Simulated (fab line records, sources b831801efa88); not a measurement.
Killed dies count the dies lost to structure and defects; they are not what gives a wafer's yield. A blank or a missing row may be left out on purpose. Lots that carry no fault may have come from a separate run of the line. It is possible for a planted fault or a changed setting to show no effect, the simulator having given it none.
fab line records | flow gf180mcu
record: lots: 6 | wafers: 18 | lastDay: 34
route steps=602 shown M1@319
lots that met no fault: from a run of the same line without faults
startH: the number of hours between the record's first day and the start of the first shown wafer of the lot | waitH: how many hours have passed since the lot's step before this one | " unchanged from the row above | L1.1+2: a row that stands for several wafers | - no value, or no start was given | * or withheld: withheld | < > ~ a bound
route shown NAME@n: NAME is a module with steps in the file, n the number in the route of the first one | usual: mean/standard deviation of fault-free wafers | same: alike in all rows | chamber/n: place in a boat | sites: each site's reading | _std_site: their standard deviation | _edge_site: mean of outer sites minus mean of inner sites | radiusMm: how far each site lies from the wafer's centre | mask NAME#n: copy n | behind: the tool/chamber that last shaped the wafer | hold: the reason the lot was held/the length of the hold in hours/how it ended | device: whichever transistor did not switch (one of n, p or np) | end of line: at the end of the route, the tests of the same wafers | a step without rows: its recipe alone | killed: dies that structure and defects cost at the first sort, which is not the same as the wafer's yield | map: shows each die of a wafer: x if killed, . if not, _ if none is there
set.NAME: setting as actually run; set.NAME@STEP: the setting as run at that earlier step | model.NAME: the simulator's own value behind a step, which no gauge read
lots seen at some steps along the route; tables by step, rows by wafer
services: when a tool's chamber went out of use (startH, in hours from the record's first day, below 0 if earlier), for how many hours, and the reason
== steps ==
step: GF_M1_SPUTTER_04
recipe: material: TiN | targetThkNm: 50 | powerW: 6500 | timeS: 41.7 | chamberPressurePa: 0.4
usual: throttleValvePct: 30.4/1
lot.wafer | tool          | chamber | startH | waitH | throttleValvePct
L491.3    | pvdSputter-01 | -       | 388.01 | 0.0   | 31.3
L491.4    | "             | -       | "      | "     | 30.2
L491.6    | "             | -       | "      | "     | 32.0
L493.1    | pvdSputter-03 | -       | 391.12 | 0.0   | 29.7
L493.2    | "             | -       | "      | "     | 28.5
L493.6    | "             | -       | "      | "     | 29.6
L499.3    | pvdSputter-03 | -       | 460.17 | 0.0   | 30.0
L499.4    | "             | -       | "      | "     | 30.0
L499.5    | "             | -       | "      | "     | 29.3
L503.1    | pvdSputter-03 | -       | 485.54 | 0.0   | 30.0
L503.2    | "             | -       | "      | "     | 28.2
L503.4    | "             | -       | "      | "     | 29.3
L511.1    | pvdSputter-02 | -       | 555.88 | 0.0   | 29.9
L511.4    | "             | -       | "      | "     | 31.1
L511.5    | "             | -       | "      | "     | 31.2
L512.1    | pvdSputter-01 | -       | 559.13 | 0.0   | 31.4
L512.2    | "             | -       | "      | "     | 32.1
L512.5    | "             | -       | "      | "     | 31.3
step: GF_M1_RS_MEAS_05
recipe: thkMeasGauge: four-point-probe | reads: TiN_of_M1_SPUTTER_04+Ti_of_M1_SPUTTER_03+AlCu_of_M1_SPUTTER_02+TiN_of_M1_SPUTTER_01+Ti_of_M1_SPUTTER_00
usual: M1_ALCU_RS: 0.0695/0.0008
lot.wafer | tool         | chamber | startH | waitH | M1_ALCU_RS[ohm/sq]
L491.3    | filmMetro-02 | -       | 388.09 | 0.1   | 0.0699
L491.4    | "            | -       | "      | "     | 0.0691
L491.6    | "            | -       | "      | "     | 0.0680
L493.1    | filmMetro-04 | -       | 391.16 | 0.0   | 0.0700
L493.2    | "            | -       | "      | "     | 0.0691
L493.6    | "            | -       | "      | "     | 0.0691
L499.3    | filmMetro-01 | -       | 460.25 | 0.1   | 0.0692
L499.4    | "            | -       | "      | "     | 0.0698
L499.5    | "            | -       | "      | "     | 0.0689
L503.1    | filmMetro-04 | -       | 485.58 | 0.0   | 0.0704
L503.2    | "            | -       | "      | "     | 0.0696
L503.4    | "            | -       | "      | "     | 0.0700
L511.1    | filmMetro-04 | -       | 555.98 | 0.1   | 0.0695
L511.4    | "            | -       | "      | "     | 0.0695
L511.5    | "            | -       | "      | "     | 0.0696
L512.1    | filmMetro-04 | -       | 559.17 | 0.0   | 0.0696
L512.2    | "            | -       | "      | "     | 0.0706
L512.5    | "            | -       | "      | "     | 0.0698
step: GF_M1_THK_MEAS_06
recipe: thkMeasGauge: xrf | reads: AlCu_of_M1_SPUTTER_02
usual: M1_ALCU_THK: 444/5.3
lot.wafer | tool         | chamber | startH | waitH | M1_ALCU_THK[nm]
L491.3    | filmMetro-02 | -       | 388.19 | 0.1   | 441
L491.4    | "            | -       | "      | "     | 443
L491.6    | "            | -       | "      | "     | 449
L493.1    | filmMetro-04 | -       | 391.28 | 0.1   | 438
L493.2    | "            | -       | "      | "     | 446
L493.6    | "            | -       | "      | "     | 443
L499.3    | filmMetro-01 | -       | 460.35 | 0.1   | 444
L499.4    | "            | -       | "      | "     | 442
L499.5    | "            | -       | "      | "     | 450
L503.1    | filmMetro-04 | -       | 485.70 | 0.1   | 437
L503.2    | "            | -       | "      | "     | 443
L503.4    | "            | -       | "      | "     | 438
L511.1    | filmMetro-04 | -       | 556.10 | 0.1   | 443
L511.4    | "            | -       | "      | "     | 444
L511.5    | "            | -       | "      | "     | 443
L512.1    | filmMetro-04 | -       | 559.29 | 0.1   | 441
L512.2    | "            | -       | "      | "     | 438
L512.5    | "            | -       | "      | "     | 442
step: GF_M1_DEHYDRATE_07
recipe: tempC: 200 | timeS: 60
step: GF_M1_HMDS_08
recipe: primeTimeS: 60 | primeTempC: 120
step: GF_M1_COAT_09
recipe: resist: KrF | spinRpm: withheld | resistThkNm: 1000
step: GF_M1_SOFTBAKE_10
recipe: tempC: 130 | timeS: 60 | resist: KrF
step: GF_M1_EXPOSE_11
recipe: maskId: Metal1 | targetCdNm: 230 | na: 0.68 | sourceShape: conventional | sigmaOuter: 0.6 | doseMj: 28
step: GF_M1_PEB_12
recipe: pebTempC: 135 | pebTimeS: 90 | resist: KrF
step: GF_M1_DEVELOP_13
recipe: developTimeS: 60 | devTempC: 21
step: GF_M1_CD_MEAS_14
recipe: targetCdNm: 230
usual: cdNm: 230.2/1.4
lot.wafer | tool     | chamber | startH | waitH | cdNm
L491.3    | cdSem-02 | -       | 411.23 | 0.1   | 230.9
L491.4    | "        | -       | "      | "     | 230.9
L491.6    | "        | -       | "      | "     | 231.8
L493.1    | cdSem-01 | -       | 414.72 | 0.2   | 227.0
L493.2    | "        | -       | "      | "     | 226.4
L493.6    | "        | -       | "      | "     | 227.0
L499.3    | cdSem-02 | -       | 483.80 | 0.1   | 232.6
L499.4    | "        | -       | "      | "     | 231.3
L499.5    | "        | -       | "      | "     | 231.5
L503.1    | cdSem-01 | -       | 508.69 | 0.1   | 231.6
L503.2    | "        | -       | "      | "     | 231.3
L503.4    | "        | -       | "      | "     | 231.4
L511.1    | cdSem-02 | -       | 577.41 | 0.1   | 230.6
L511.4    | "        | -       | "      | "     | 229.8
L511.5    | "        | -       | "      | "     | 230.3
L512.1    | cdSem-01 | -       | 581.09 | 0.1   | 229.8
L512.2    | "        | -       | "      | "     | 229.8
L512.5    | "        | -       | "      | "     | 230.2
step: GF_M1_OVL_MEAS_15
usual: M1_OVL: -3/4.6
lot.wafer | tool       | chamber | startH | waitH | M1_OVL[nm]
L491.3    | overlay-01 | -       | 411.33 | 0.1   | 0
L491.4    | "          | -       | "      | "     | -6
L491.6    | "          | -       | "      | "     | 1
L493.1    | overlay-02 | -       | 414.84 | 0.1   | -11
L493.2    | "          | -       | "      | "     | -10
L493.6    | "          | -       | "      | "     | -11
L499.3    | overlay-02 | -       | 483.90 | 0.1   | -7
L499.4    | "          | -       | "      | "     | 2
L499.5    | "          | -       | "      | "     | 6
L503.1    | overlay-02 | -       | 508.81 | 0.1   | -2
L503.2    | "          | -       | "      | "     | 4
L503.4    | "          | -       | "      | "     | 2
L511.1    | overlay-02 | -       | 577.53 | 0.1   | -4
L511.4    | "          | -       | "      | "     | -2
L511.5    | "          | -       | "      | "     | 0
L512.1    | overlay-01 | -       | 581.21 | 0.1   | -9
L512.2    | "          | -       | "      | "     | -6
L512.5    | "          | -       | "      | "     | -9
step: GF_M1_METAL_ETCH_16
recipe: chemistry: Cl2/BCl3 | maskMaterial: KrF | targetDepthNm: 750.8 | stopOn: SiO2 | pressureMtorr: 8 | icpW: 800 | biasW: 140 | Cl2_flow_sccm: 80 | bcl3FlowSccm: 40 | timeS: 125.1
usual: drypumpMotorCurrentA: 6.1/0.37 | oesProductAu: 0.991/0.0058 | throttleValvePct: 28.230/0.0098
lot.wafer | tool        | chamber | startH | waitH | drypumpMotorCurrentA | oesProductAu | rfHoursCounterH | throttleValvePct | model.KrF_of_M1_COAT_09.thkNm
L491.3    | rieMetal-02 | 1       | 411.39 | 0.1   | 6.6                  | 0.987        | -               | 28.243           | 689.4
L491.4    | "           | 0       | "      | "     | 5.4                  | 0.982        | -               | 28.216           | 685.3
L491.6    | "           | 1       | "      | "     | 6.6                  | 0.987        | -               | 28.230           | 687.4
L493.1    | rieMetal-03 | 0       | 414.87 | 0.0   | 5.8                  | 0.987        | 4               | 28.228           | 686.5
L493.2    | "           | 1       | "      | "     | 6.1                  | 0.990        | 7               | 28.217           | 682.2
L493.6    | "           | 0       | "      | "     | 5.8                  | 0.992        | -               | 28.221           | 686.9
L499.3    | rieMetal-03 | 1       | 483.96 | 0.1   | 6.2                  | 0.999        | -               | 28.227           | 674.6
L499.4    | "           | 0       | "      | "     | 5.8                  | 0.982        | -               | 28.230           | 683.8
L499.5    | "           | 1       | "      | "     | 6.1                  | 0.790        | -               | 28.447           | 781.9
L503.1    | rieMetal-03 | 0       | 508.85 | 0.0   | 5.9                  | 0.986        | 6               | 28.238           | 695.5
L503.2    | "           | 1       | "      | "     | 6.1                  | 0.790        | 9               | 28.455           | 787.2
L503.4    | "           | 0       | "      | "     | 5.8                  | 0.983        | -               | 28.235           | 697
L511.1    | rieMetal-02 | 0       | 577.57 | 0.0   | 5.4                  | 0.989        | 1               | 28.219           | 682.7
L511.4    | "           | 1       | "      | "     | 6.6                  | 0.988        | -               | 28.231           | 681.8
L511.5    | "           | 1       | "      | "     | 6.6                  | 0.987        | -               | 28.237           | 687.7
L512.1    | rieMetal-03 | 1       | 581.25 | 0.0   | 6.1                  | 0.997        | 11              | 28.217           | 678.4
L512.2    | "           | 0       | "      | "     | 5.8                  | 0.990        | 8               | 28.239           | 691.2
L512.5    | "           | 0       | "      | "     | 5.9                  | 0.992        | -               | 28.232           | 689.7
step: GF_M1_STRIP_17
recipe: chemistry: O2/N2 | powerW: 1400 | pressureMtorr: 1500 | platenTempC: 250 | o2FlowSccm: 3000 | n2FlowSccm: 300 | overashFraction: 0.5
usual: drypumpMotorCurrentA: 5.6/0.51 | heaterPowerW: 325/40 | oesProductAu: 0.537/0.0048 | stripTimeToEndpointS: 7.38/0.045
lot.wafer | tool           | chamber | startH | waitH | drypumpMotorCurrentA | heaterPowerW | oesProductAu | rfHoursCounterH | stripTimeToEndpointS
L491.3    | plasmaAsher-02 | 0       | 411.51 | 0.1   | 4.9                  | 317          | 0.540        | -               | 7.42
L491.4    | "              | 1       | "      | "     | 5.7                  | 265          | 0.543        | -               | 7.39
L491.6    | "              | 1       | "      | "     | 5.7                  | 260          | 0.539        | -               | 7.41
L493.1    | plasmaAsher-02 | 0       | 415.00 | 0.1   | 4.9                  | 313          | 0.535        | 31              | 7.40
L493.2    | "              | 1       | "      | "     | 5.7                  | 262          | 0.535        | 31              | 7.34
L493.6    | "              | 1       | "      | "     | 5.7                  | 263          | 0.534        | -               | 7.40
L499.3    | plasmaAsher-02 | 1       | 484.08 | 0.1   | 5.7                  | 263          | 0.526        | -               | 7.27
L499.4    | "              | 0       | "      | "     | 4.9                  | 311          | 0.533        | -               | 7.37
L499.5    | "              | 0       | "      | "     | 4.9                  | 314          | 0.575        | -               | 8.33
L503.1    | plasmaAsher-04 | 1       | 508.98 | 0.1   | 5.5                  | 325          | 0.541        | 9               | 7.49
L503.2    | "              | 0       | "      | "     | 4.9                  | 379          | 0.579        | 9               | 8.37
L503.4    | "              | 0       | "      | "     | 4.9                  | 370          | 0.541        | -               | 7.51
L511.1    | plasmaAsher-04 | 0       | 577.70 | 0.1   | 4.9                  | 386          | 0.537        | 15              | 7.35
L511.4    | "              | 0       | "      | "     | 4.9                  | 380          | 0.542        | -               | 7.38
L511.5    | "              | 0       | "      | "     | 4.9                  | 377          | 0.535        | -               | 7.41
L512.1    | plasmaAsher-03 | 0       | 581.38 | 0.1   | 6.1                  | 369          | 0.538        | 75              | 7.31
L512.2    | "              | 1       | "      | "     | 6.2                  | 296          | 0.545        | 75              | 7.44
L512.5    | "              | 0       | "      | "     | 6.1                  | 363          | 0.535        | -               | 7.43
step: GF_M1_STRIP_18
recipe: chemistry: postEtchResidueRemover | timeS: 1200 | tempC: 72.5
== services ==
tool           | chamber | startH | hours | kind
plasmaAsher-03 | -       | 373.90 | 3.0   | repair
rieMetal-03    | -       | 375.77 | 2.8   | pm
pvdSputter-02  | -       | 382.66 | 10.6  | repair
plasmaAsher-04 | -       | 421.25 | 9.0   | pm
plasmaAsher-04 | 0       | 421.25 | 9.0   | ventCycle
plasmaAsher-04 | 1       | 421.25 | 9.0   | ventCycle
pvdSputter-03  | -       | 422.02 | 0.7   | repair
plasmaAsher-04 | 0       | 430.25 | -     | clean
plasmaAsher-04 | 1       | 430.25 | -     | clean
plasmaAsher-03 | -       | 431.45 | 0.4   | repair
plasmaAsher-03 | -       | 442.50 | 15.6  | pm
plasmaAsher-04 | -       | 465.03 | 4.0   | repair
rieMetal-02    | -       | 491.43 | 15.6  | pm
pvdSputter-01  | -       | 491.49 | 1.6   | repair
pvdSputter-03  | 0       | 492.24 | -     | consumableReplace:kit
pvdSputter-03  | 0       | 492.24 | 18.0  | scheduledDown
pvdSputter-03  | 0       | 492.24 | 18.0  | ventCycle
plasmaAsher-02 | -       | 511.76 | 2.8   | pm
pvdSputter-02  | -       | 513.99 | 8.7   | repair
rieMetal-02    | 0       | 520.35 | -     | clean
rieMetal-02    | 0       | 520.35 | 15.6  | scheduledDown
rieMetal-02    | 0       | 520.35 | 15.6  | ventCycle
rieMetal-02    | -       | 564.68 | 0.3   | repair
== key ==
firstSign: step: GF_M1_METAL_ETCH_16 | reading: oesProductAu | direction: down | sigmas: 35 | usual: 0.991 | struck: 0.790
effect: step: GF_M1_METAL_ETCH_16 | reading: throttleValvePct | direction: up | sigmas: 23 | usual: 28.230 | struck: 28.451
effect: step: GF_M1_STRIP_17 | reading: stripTimeToEndpointS | direction: up | sigmas: 22 | usual: * | struck: *
modelEffect: step: GF_M1_METAL_ETCH_16 | value: KrF_of_M1_COAT_09.thkNm | without: 680.2 | struck: 784.6
metAt GF_M1_METAL_ETCH_16
struckWafers L499.5,L503.2
laterRowsLeftOut L499.5,L503.2
sortLeftOut L499.5,L503.2
onsetBetween 414.87 483.96
fault: kind: processParameterDrift | tool: rieMetal-03 | chamber: - | onsetH: 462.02 | steps: GF_M1_METAL_ETCH_16 | channel: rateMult | offset: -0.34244 | shape: step | endH: 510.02 | scope: struckWafersOnly
sortLeftOut: the simulated sort isn't trusted on such a fault, so these wafers' sort isn't shown, and their yield isn't known
laterRowsLeftOut: the simulator's readings of these wafers behind a module that went badly wrong aren't trusted and aren't shown, but for the sort
